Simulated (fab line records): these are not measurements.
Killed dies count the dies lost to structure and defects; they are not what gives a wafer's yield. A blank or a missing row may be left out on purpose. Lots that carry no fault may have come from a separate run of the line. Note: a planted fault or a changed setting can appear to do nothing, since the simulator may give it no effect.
Tool commonality check | flow gf180mcu | 13 lots and 39 wafers in the sample

== WHAT PROMPTED THE OPENING ==
Of 13 lots, 2 have the reading CONTACT_W_RS flagged at GF_CONTACT_RS_MEAS_25. No-fault wafers: 0.385 ohm/sq, standard deviation 0.0038.
Rule: flag the lot when none of its wafers has a number, or when each of its wafers that has one lies beyond 4 standard deviations from that mean. The other lots count as sound.

lot  | measured     | on            | CONTACT_W_RS (ohm/sq), wafer by wafer | flag
L709 | day 16 19:25 | film_metro-01 | 0.388 0.387 0.387                     |
L710 | day 17 02:46 | film_metro-01 | 0.384 0.386 0.387                     |
L711 | day 17 09:42 | film_metro-04 | 0.389 0.390 0.388                     |
L712 | day 17 12:50 | film_metro-03 | 0.387 0.386 0.386                     |
L714 | day 18 07:27 | film_metro-01 | 0.382 0.384 0.388                     |
L715 | day 18 19:10 | film_metro-01 | 0.381 0.380 0.382                     |
L716 | day 19 01:45 | film_metro-04 | 0.378 0.384 0.387                     |
L717 | day 19 08:24 | film_metro-01 | 0.384 0.388 0.384                     |
L722 | day 21 08:53 | film_metro-03 | 0.377 0.377 0.376                     |
L727 | day 23 01:25 | film_metro-04 | 0.560 0.567 0.568                     | FLAGGED
L728 | day 23 09:46 | film_metro-03 | 0.573 0.564 0.569                     | FLAGGED
L729 | day 23 15:23 | film_metro-01 | 0.386 0.382 0.383                     |
L731 | day 24 03:04 | film_metro-04 | 0.394 0.395 0.394                     |
Average over the flagged lots: 0.567 ohm/sq; offset from the usual +0.182 ohm/sq, equal to +48 standard deviations.

== TOOL THAT RAN EACH LOT ==
2 process steps preceding the reading are held in the record, out of 602 steps in the route. Read each cell as the tool, then ch plus the chambers that the sampled wafers visited, then the start.
lot  | flag    | GF_SALICIDE_SPUTTER_02       | GF_CONTACT_CVD_24
L709 |         | pvd_sputter-03, day 15 19:04 | cvd_w-02 ch 0,1, day 16 19:19
L710 |         | pvd_sputter-04, day 16 02:32 | cvd_w-02 ch 1, day 17 02:35
L711 |         | pvd_sputter-04, day 16 08:46 | cvd_w-02 ch 1, day 17 09:30
L712 |         | pvd_sputter-03, day 16 12:20 | cvd_w-02 ch 1, day 17 12:39
L714 |         | pvd_sputter-03, day 17 06:13 | cvd_w-01 ch 0,1, day 18 07:21
L715 |         | pvd_sputter-04, day 17 17:27 | cvd_w-01 ch 0,1, day 18 19:04
L716 |         | pvd_sputter-03, day 18 00:11 | cvd_w-02 ch 0,1, day 19 01:39
L717 |         | pvd_sputter-02, day 18 06:07 | cvd_w-01 ch 0,1, day 19 08:17
L722 |         | pvd_sputter-03, day 20 07:18 | cvd_w-01 ch 0,1, day 21 08:46
L727 | FLAGGED | pvd_sputter-02, day 22 00:06 | cvd_w-01 ch 0, day 23 01:15
L728 | FLAGGED | pvd_sputter-03, day 22 08:37 | cvd_w-01 ch 0, day 23 09:34
L729 |         | pvd_sputter-04, day 22 14:52 | cvd_w-02 ch 0, day 23 15:17
L731 |         | pvd_sputter-02, day 23 02:47 | cvd_w-02 ch 1, day 24 02:56
What the steps here do:
- GF_SALICIDE_SPUTTER_02: material Co, target thk 10 nm, time 20 s.
- GF_CONTACT_CVD_24: deposits W, target thk 300 nm, time 90.339 s.
- GF_CONTACT_RS_MEAS_25: measures by four-point-probe.

== FLAGGED OVER TOTAL, TOOL BY TOOL (the gauges that took the reading come last) ==
step                   | tool           | lots run | flagged | share of the flagged lots | sound lots run after its first flagged lot
GF_SALICIDE_SPUTTER_02 | pvd_sputter-02 | 3        | 1       | some                      | 1 (L731)
GF_SALICIDE_SPUTTER_02 | pvd_sputter-03 | 6        | 1       | some                      | 0
GF_SALICIDE_SPUTTER_02 | pvd_sputter-04 | 4        | 0       | none                      | -
GF_CONTACT_CVD_24      | cvd_w-01       | 6        | 2       | all                       | 0
GF_CONTACT_CVD_24      | cvd_w-02       | 7        | 0       | none                      | -
GF_CONTACT_RS_MEAS_25  | film_metro-01  | 6        | 0       | none                      | -
GF_CONTACT_RS_MEAS_25  | film_metro-03  | 3        | 1       | some                      | 0
GF_CONTACT_RS_MEAS_25  | film_metro-04  | 4        | 1       | some                      | 1 (L731)

== THE TABLE: WHAT IT ALLOWS ==
All flagged lots share 1 row of the table, namely cvd_w-01 at GF_CONTACT_CVD_24.
- cvd_w-01 at GF_CONTACT_CVD_24: 2 of its 6 lots flagged. It ran its last sound lot, L722, at day 21 08:46 and its first flagged lot, L727, at day 23 01:15: a fault with its onset between the two fits.
Just one tool remains: cvd_w-01 at GF_CONTACT_CVD_24.

== WHAT WAS PUT IN BY THE SIMULATOR ==
Site profile drift: cvd_w-01, from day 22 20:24 on, at GF_CONTACT_CVD_24. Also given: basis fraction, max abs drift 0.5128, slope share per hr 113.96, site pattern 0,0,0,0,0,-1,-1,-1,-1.
Lots struck among those shown: L727, L728. The same result came from the rule above.
